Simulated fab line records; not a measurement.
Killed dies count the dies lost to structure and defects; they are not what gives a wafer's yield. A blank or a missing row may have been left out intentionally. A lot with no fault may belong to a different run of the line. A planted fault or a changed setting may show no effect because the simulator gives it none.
A struck lot beside a sound one -- flow sfq_line -- 14 steps out of a route of 325
Sound: the wafers L989.1, L989.2, L989.3. The struck wafers were L100.3, L100.4, L100.6. The cause is named last.
Each step with rows lists, per side, the tool, then ch with its chambers, then its first start. Under that, the readings that differ: sound wafers -- struck wafers -- difference of the means -- sigmas: that difference in standard deviations of wafers without a fault.
alike: readings with means less than 2 such deviations apart, plus words and numbers identical on both sides. not compared: withheld readings, readings lacking a value on some wafer, bounds such as >300 that could conceal the same value, and numbers that have no deviation in the record and whose values overlap.
The two part at a step that has a row with sigmas, a row that says differs or no value, or rows on one side only. Non-overlapping numbers with no deviation appear without sigmas and do not part them. A reading that every wafer of one side lacks parts them only if that side has two wafers or more.

SFQ_M2_OVL_MEAS_916:
  sound on overlay-02, day 33 08:04; struck on overlay-02, day 37 08:14
  alike: M2_OVL
SFQ_TRILAYER_M2_BARC_OPEN_METAL_ETCH_077: etches BARC in O2, target depth 125 nm, time 41.7 s.
  sound on rie_metal-02 ch 0,1, day 33 08:06; struck on rie_metal-03 ch 0,1, day 37 08:17
  alike: drypump_motor_current_A, he_backside_leak_sccm, oes_product_au
  not compared: rf_hours_counter_h
SFQ_TRILAYER_M2_ETCH_METAL_ETCH_060: etches Nb in Cl2/Ar, stops on SiO2, target depth 240 nm, time 120 s.
  sound on rie_metal-02 ch 0,1, day 33 08:09; struck on rie_metal-03 ch 0,1, day 37 08:22
  alike: drypump_motor_current_A, he_backside_leak_sccm, oes_product_au
  not compared: rf_hours_counter_h
then, 2 steps without rows for these wafers: SFQ_TRILAYER_M2_STRIP_STRIP_061 (strips in O2); SFQ_TRILAYER_M2_STRIP_SOLV_CLEAN_062 (cleans in NMP, time 600 s).
SFQ_TRILAYER_I2_DEP_PECVD_063: deposits SiO2 from SiH4/N2O, time 111.11 s, target thk 500 nm.
  sound on pecvd-03 ch 0,1,2, day 33 09:03; struck on pecvd-04 ch 0,2, day 37 09:16
reading,sound,struck,difference,sigmas
heater_power_w (W),92 90 79,58 82 63,-19,-2
  alike: throttle_valve_pct
SFQ_TRILAYER_I2_CMP_CMP_064: polishes SiO2.
  sound on cmp-02 ch 0,2,3, day 33 15:36; struck on cmp-01 ch 1,2, day 37 18:31
reading,sound,struck,difference,sigmas
motor_current_A (A),11.0 11.5 11.0,9.7 8.9 9.1,-1.9,-2
time_to_endpoint_s (s),210 211 213,230 224 230,+17,+2
  alike: slurry_flow_ml_min
SFQ_I2_BOW_MEAS_917:
  sound on film_metro-02, day 33 18:36; struck on film_metro-04, day 37 21:34
  alike: I2_BOW
SFQ_TRILAYER_I2_METRO_MEASURE_065:
  sound on film_metro-02, day 33 18:43; struck on film_metro-04, day 37 22:02
reading,sound,struck,difference,sigmas
thk_nm (nm),199.4 199.6 200.4,201.7 201.9 202.6,+2.3,+2
then, 3 steps without rows for these wafers: SFQ_TRILAYER_I2_VIA_LITHO_COAT_072 (resist thk 62 nm); SFQ_TRILAYER_I2_VIA_LITHO_COAT_067 (resist thk 650 nm); SFQ_TRILAYER_I2_VIA_LITHO_SOFTBAKE_071.
-- the record jumps here: 5 days lie between the struck wafers' starts before and after --
SFQ_TRILAYER_I2_VIA_LITHO_EXPOSE_068: exposes mask I2, target cd 500 nm.
  struck on krf_scanner-02, day 43 02:51; sound on krf_scanner-02 ch 0, day 39 15:40
  no value came back on the struck wafers for exposure_dose_mJ_cm2, focus_offset_nm (nm); on the sound wafers exposure_dose_mJ_cm2 reads 21.294 21.294 21.286
  alike: mask
then, 1 step without rows for these wafers: SFQ_TRILAYER_I2_VIA_LITHO_PEB_070 (peb time 60 s).

== WHERE THEY PART ==
At SFQ_TRILAYER_I2_DEP_PECVD_063 first; at SFQ_TRILAYER_I2_VIA_LITHO_EXPOSE_068 last (within this record only).

WHY: whatever the simulator had introduced
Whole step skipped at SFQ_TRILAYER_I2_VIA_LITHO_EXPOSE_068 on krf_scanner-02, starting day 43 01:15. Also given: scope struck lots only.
